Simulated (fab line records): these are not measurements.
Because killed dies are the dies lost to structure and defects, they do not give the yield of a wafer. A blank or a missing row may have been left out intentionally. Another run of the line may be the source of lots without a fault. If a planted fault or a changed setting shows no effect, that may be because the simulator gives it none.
fab line records | flow sfq-line
record lots=14 | wafers=42 | last-day=80
route steps=325 shown M4@149
lots with no fault: from the same line, run without faults
start-h: start of the lot's first displayed wafer, in hours after the record's first day | wait-h: hours since the lot's step before | " same as the row above | L1.1+2: several wafers, shown together as one row | - no value, or no start given | * or withheld: withheld | < > ~ a bound
route shown NAME@n: a module of which the file shows steps, and the number in the route of the first | usual: mean and standard deviation over wafers with no fault | same: alike in all rows | chamber/n: place in a boat | sites: each site's reading | _std_site: standard deviation across them | _edge_site: the outer-site mean with the inner-site mean subtracted | radius-mm: how far each site lies from the wafer's centre | mask NAME#n: copy n | behind: the tool/chamber that last shaped the wafer | hold: the reason the lot was held/the length of the hold in hours/how it ended | device: which transistor (n, p or np) failed to switch | end of line: at the end of the route, the tests of the same wafers | a step given without rows: its recipe and nothing more | killed: dies lost to structure and defects at the first sort, not the wafer's yield | map: a wafer's dies, marking killed ones x, the rest . and places with no die _
set.NAME: the run value of the setting; set.NAME@STEP: its run value at that earlier step | model.NAME: the simulator's own value behind a step, which no gauge read
route steps across a sampled set of lots; one table per step, one row per wafer
services: the hour from which a tool's chamber was out of use, counted from the record's first day as start-h (under 0 if before that day), plus the number of hours and why
## steps
# step SFQ_TRILAYER_M4_DEP_SPUTTER_091
# recipe material=Nb | base-pressure-pa=1.33e-06 | chamber-pressure-pa=0.1333 | substrate-temp-c=20 | resputter-cathode-voltage-v=400 | target-thk-nm=200 | power-w=2000 | time-s=133.3
# usual cathode-dc-power-W=2000.0/0.38 | throttle-valve-pct=30.7/0.78
lot.wafer | tool           | chamber | start-h | wait-h | cathode-dc-power-W | throttle-valve-pct
L472.1    | pvd-sputter-05 | -       | 751.97  | 0.0    | 2000.0             | 30.5
L472.3    | "              | -       | "       | "      | 1999.8             | 30.5
L472.4    | "              | -       | "       | "      | 2000.0             | 31.0
L473.1    | pvd-sputter-04 | -       | 757.97  | 0.0    | 2000.0             | 31.1
L473.5    | "              | -       | "       | "      | 2000.3             | 30.1
L473.6    | "              | -       | "       | "      | 2000.1             | 31.2
L474.2    | pvd-sputter-03 | -       | 767.57  | 0.0    | 2000.0             | 30.3
L474.3    | "              | -       | "       | "      | 1999.7             | 31.0
L474.4    | "              | -       | "       | "      | 1999.5             | 28.9
L475.1    | pvd-sputter-03 | -       | 781.87  | 0.0    | 2000.1             | 29.9
L475.2    | "              | -       | "       | "      | 2000.4             | 31.1
L475.5    | "              | -       | "       | "      | 2000.2             | 28.6
L477.3    | pvd-sputter-05 | -       | 796.27  | 0.0    | 1999.2             | 30.7
L477.4    | "              | -       | "       | "      | 1999.6             | 31.3
L477.6    | "              | -       | "       | "      | 1999.2             | 31.5
L482.1    | pvd-sputter-03 | -       | 839.02  | 0.0    | 2260.9             | 28.8
L482.2    | "              | -       | "       | "      | 2260.6             | 30.6
L482.4    | "              | -       | "       | "      | 2261.1             | 30.2
L484.1    | pvd-sputter-04 | -       | 849.85  | 0.0    | 2001.0             | 30.2
L484.3    | "              | -       | "       | "      | 2000.1             | 31.2
L484.4    | "              | -       | "       | "      | 1999.6             | 31.7
L486.1    | pvd-sputter-03 | -       | 872.62  | 0.0    | 2260.8             | 30.4
L486.3    | "              | -       | "       | "      | 2261.3             | 31.2
L486.6    | "              | -       | "       | "      | 2260.6             | 31.1
L489.3    | pvd-sputter-05 | -       | 891.82  | 0.0    | 2000.4             | 31.2
L489.5    | "              | -       | "       | "      | 2001.0             | 30.6
L489.6    | "              | -       | "       | "      | 1999.6             | 31.1
L491.2    | pvd-sputter-04 | -       | 915.83  | 0.0    | 2000.2             | 30.7
L491.3    | "              | -       | "       | "      | 2000.0             | 31.8
L491.5    | "              | -       | "       | "      | 2000.3             | 30.7
L492.2    | pvd-sputter-04 | -       | 923.02  | 0.0    | 1999.9             | 30.9
L492.4    | "              | -       | "       | "      | 2000.4             | 30.0
L492.5    | "              | -       | "       | "      | 1999.6             | 31.5
L493.1    | pvd-sputter-05 | -       | 926.62  | 0.0    | 1999.6             | 31.3
L493.2    | "              | -       | "       | "      | 2000.0             | 30.2
L493.6    | "              | -       | "       | "      | 1999.9             | 31.9
L494.2    | pvd-sputter-04 | -       | 931.42  | 0.0    | 2000.2             | 30.0
L494.4    | "              | -       | "       | "      | 1999.6             | 31.8
L494.6    | "              | -       | "       | "      | 2000.5             | 31.6
L495.1    | pvd-sputter-05 | -       | 943.23  | 0.0    | 2000.0             | 31.8
L495.3    | "              | -       | "       | "      | 2000.0             | 30.6
L495.5    | "              | -       | "       | "      | 2000.3             | 31.8
# step SFQ_M4_RS_MEAS_924
# recipe thk-meas-gauge=four-point-probe | reads=Nb_of_TRILAYER_M4_DEP_SPUTTER_091
# usual M4_NB_RS=0.884/0.011
lot.wafer | tool          | chamber | start-h | wait-h | M4_NB_RS[ohm/sq]
L472.1    | film-metro-04 | -       | 752.06  | 0.0    | 0.893
L472.3    | "             | -       | "       | "      | 0.876
L472.4    | "             | -       | "       | "      | 0.887
L473.1    | film-metro-03 | -       | 758.06  | 0.0    | 0.904
L473.5    | "             | -       | "       | "      | 0.888
L473.6    | "             | -       | "       | "      | 0.901
L474.2    | film-metro-03 | -       | 767.68  | 0.1    | 0.858
L474.3    | "             | -       | "       | "      | 0.887
L474.4    | "             | -       | "       | "      | 0.878
L475.1    | film-metro-03 | -       | 781.96  | 0.0    | 0.870
L475.2    | "             | -       | "       | "      | 0.893
L475.5    | "             | -       | "       | "      | 0.889
L477.3    | film-metro-01 | -       | 796.40  | 0.1    | 0.887
L477.4    | "             | -       | "       | "      | 0.882
L477.6    | "             | -       | "       | "      | 0.870
L482.1    | film-metro-03 | -       | 839.11  | 0.0    | 0.777
L482.2    | "             | -       | "       | "      | 0.770
L482.4    | "             | -       | "       | "      | 0.757
L484.1    | film-metro-01 | -       | 849.95  | 0.1    | 0.867
L484.3    | "             | -       | "       | "      | 0.891
L484.4    | "             | -       | "       | "      | 0.889
L486.1    | film-metro-04 | -       | 872.71  | 0.0    | 0.782
L486.3    | "             | -       | "       | "      | 0.779
L486.6    | "             | -       | "       | "      | 0.783
L489.3    | film-metro-03 | -       | 891.95  | 0.1    | 0.894
L489.5    | "             | -       | "       | "      | 0.894
L489.6    | "             | -       | "       | "      | 0.888
L491.2    | film-metro-04 | -       | 915.94  | 0.1    | 0.880
L491.3    | "             | -       | "       | "      | 0.903
L491.5    | "             | -       | "       | "      | 0.884
L492.2    | film-metro-01 | -       | 923.13  | 0.1    | 0.885
L492.4    | "             | -       | "       | "      | 0.878
L492.5    | "             | -       | "       | "      | 0.893
L493.1    | film-metro-03 | -       | 926.71  | 0.0    | 0.900
L493.2    | "             | -       | "       | "      | 0.882
L493.6    | "             | -       | "       | "      | 0.887
L494.2    | film-metro-01 | -       | 931.53  | 0.1    | 0.869
L494.4    | "             | -       | "       | "      | 0.893
L494.6    | "             | -       | "       | "      | 0.891
L495.1    | film-metro-01 | -       | 943.32  | 0.0    | 0.881
L495.3    | "             | -       | "       | "      | 0.898
L495.5    | "             | -       | "       | "      | 0.883
# step SFQ_TRILAYER_M4_ETCH_METAL_ETCH_096
# recipe target=Nb | stop-on=SiO2 | mask-material=PR | chemistry=Cl2/Ar | target-depth-nm=240 | icp-w=600 | bias-w=80 | pressure-mtorr=10 | time-s=120
# usual drypump-motor-current-A=5.5/0.37 | oes-product-au=0.897/0.0084 | rf-fwd-power-W=597.1/1.9
lot.wafer | tool         | chamber | start-h | wait-h | drypump-motor-current-A | oes-product-au | rf-fwd-power-W | rf-hours-counter-h
L472.1    | rie-metal-03 | 1       | 814.25  | 0.0    | 5.4                     | 0.881          | 597.3          | 52
L472.3    | "            | 1       | "       | "      | 5.4                     | 0.899          | 595.3          | -
L472.4    | "            | 0       | "       | "      | 5.3                     | 0.894          | 593.8          | -
L473.1    | rie-metal-02 | 0       | 821.45  | 0.0    | 5.7                     | 0.883          | 596.1          | 151
L473.5    | "            | 0       | "       | "      | 5.7                     | 0.902          | 594.7          | -
L473.6    | "            | 1       | "       | "      | 6.0                     | 0.886          | 595.5          | -
L474.2    | rie-metal-03 | 1       | 831.83  | 0.0    | 5.4                     | 0.915          | 599.8          | 55
L474.3    | "            | 1       | "       | "      | 5.4                     | 0.890          | 599.5          | -
L474.4    | "            | 0       | "       | "      | 5.3                     | 0.906          | 597.5          | -
L475.1    | rie-metal-02 | 0       | 845.63  | 0.0    | 5.7                     | 0.905          | 595.3          | 156
L475.2    | "            | 1       | "       | "      | 5.9                     | 0.893          | 596.4          | 123
L475.5    | "            | 1       | "       | "      | 5.9                     | 0.887          | 595.5          | -
L477.3    | rie-metal-03 | 1       | 860.38  | 0.1    | 5.4                     | 0.889          | 594.0          | -
L477.4    | "            | 0       | "       | "      | 5.3                     | 0.895          | 599.2          | -
L477.6    | "            | 0       | "       | "      | 5.3                     | 0.911          | 600.1          | -
L482.1    | rie-metal-02 | 1       | 891.59  | 0.1    | 5.9                     | 0.965          | 598.4          | 136
L482.2    | "            | 1       | "       | "      | 5.9                     | 0.967          | 596.1          | -
L482.4    | "            | 1       | "       | "      | 5.9                     | 0.971          | 596.7          | -
L484.1    | rie-metal-04 | 0       | 898.73  | 0.0    | 5.1                     | 0.912          | 593.1          | 90
L484.3    | "            | 1       | "       | "      | 4.9                     | 0.898          | 597.4          | -
L484.4    | "            | 0       | "       | "      | 5.1                     | 0.894          | 596.9          | -
L486.1    | rie-metal-04 | 0       | 914.33  | 0.0    | 5.1                     | 0.962          | 596.1          | 93
L486.3    | "            | 0       | "       | "      | 5.1                     | 0.962          | 596.6          | -
L486.6    | "            | 1       | "       | "      | 4.9                     | 0.964          | 596.7          | -
L489.3    | rie-metal-03 | 0       | 929.78  | 0.1    | 5.3                     | 0.886          | 598.3          | -
L489.5    | "            | 0       | "       | "      | 5.3                     | 0.884          | 597.8          | -
L489.6    | "            | 1       | "       | "      | 5.4                     | 0.890          | 598.4          | -
L491.2    | rie-metal-02 | 1       | 947.83  | 0.0    | 5.9                     | 0.901          | 598.6          | 149
L491.3    | "            | 1       | "       | "      | 5.9                     | 0.878          | 599.5          | -
L491.5    | "            | 0       | "       | "      | 5.8                     | 0.901          | 601.1          | -
L492.2    | rie-metal-02 | 0       | 952.63  | 0.0    | 5.7                     | 0.899          | 598.3          | 12
L492.4    | "            | 1       | "       | "      | 6.0                     | 0.906          | 592.6          | -
L492.5    | "            | 1       | "       | "      | 5.9                     | 0.892          | 592.8          | -
L493.1    | rie-metal-02 | 1       | 955.03  | 0.0    | 5.9                     | 0.891          | 596.2          | 150
L493.2    | "            | 0       | "       | "      | 5.8                     | 0.897          | 597.0          | 13
L493.6    | "            | 1       | "       | "      | 5.9                     | 0.888          | 595.1          | -
L494.2    | rie-metal-03 | 1       | 958.63  | 0.0    | 5.4                     | 0.916          | 594.1          | 76
L494.4    | "            | 1       | "       | "      | 5.4                     | 0.895          | 597.1          | -
L494.6    | "            | 1       | "       | "      | 5.4                     | 0.890          | 594.2          | -
L495.1    | rie-metal-02 | 1       | 965.38  | 0.0    | 5.9                     | 0.910          | 596.1          | 153
L495.3    | "            | 0       | "       | "      | 5.8                     | 0.883          | 596.0          | -
L495.5    | "            | 0       | "       | "      | 5.7                     | 0.902          | 596.0          | -
## services
tool           | chamber | start-h | hours | kind
rie-metal-04   | 1       | 749.18  | 16.4  | repair
pvd-sputter-05 | -       | 769.17  | 4.1   | repair
pvd-sputter-03 | -       | 769.18  | 0.9   | repair
rie-metal-03   | -       | 837.32  | 15.6  | pm
pvd-sputter-03 | -       | 859.17  | 2.3   | repair
rie-metal-03   | -       | 866.77  | 14.6  | pm
rie-metal-02   | 0       | 870.79  | -     | clean
rie-metal-02   | 0       | 870.79  | 25.8  | scheduled-down
rie-metal-02   | 0       | 870.79  | 25.8  | vent-cycle
rie-metal-04   | -       | 888.16  | 1.4   | pm
pvd-sputter-03 | -       | 927.53  | 0.5   | repair
pvd-sputter-03 | 3       | 937.41  | -     | consumable-replace:kit
pvd-sputter-03 | 3       | 937.41  | 18.0  | scheduled-down
pvd-sputter-03 | 3       | 937.41  | 18.0  | vent-cycle
rie-metal-03   | 1       | 942.42  | 2.1   | repair
rie-metal-03   | -       | 962.67  | 28.1  | pm
## key
first-sign step=SFQ_TRILAYER_M4_DEP_SPUTTER_091 | reading=cathode-dc-power-W | direction=up | sigmas=99+ | usual=2000.0 | struck=2260.9
effect step=SFQ_M4_RS_MEAS_924 | reading=M4_NB_RS | direction=down | sigmas=10 | usual=0.884 | struck=0.775
effect step=SFQ_TRILAYER_M4_ETCH_METAL_ETCH_096 | reading=oes-product-au | direction=up | sigmas=8.2 | usual=0.897 | struck=0.965
met-at SFQ_TRILAYER_M4_DEP_SPUTTER_091
struck-lots L482,L486
onset-between 781.87 839.02
fault kind=process-parameter-drift | tool=pvd-sputter-03 | chamber=- | onset-h=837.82 | steps=SFQ_TRILAYER_M4_DEP_SPUTTER_091 | channel=power-w | offset=260.91 | shape=step | end-h=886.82 | acts-in=these-recipes-only | stated=2000
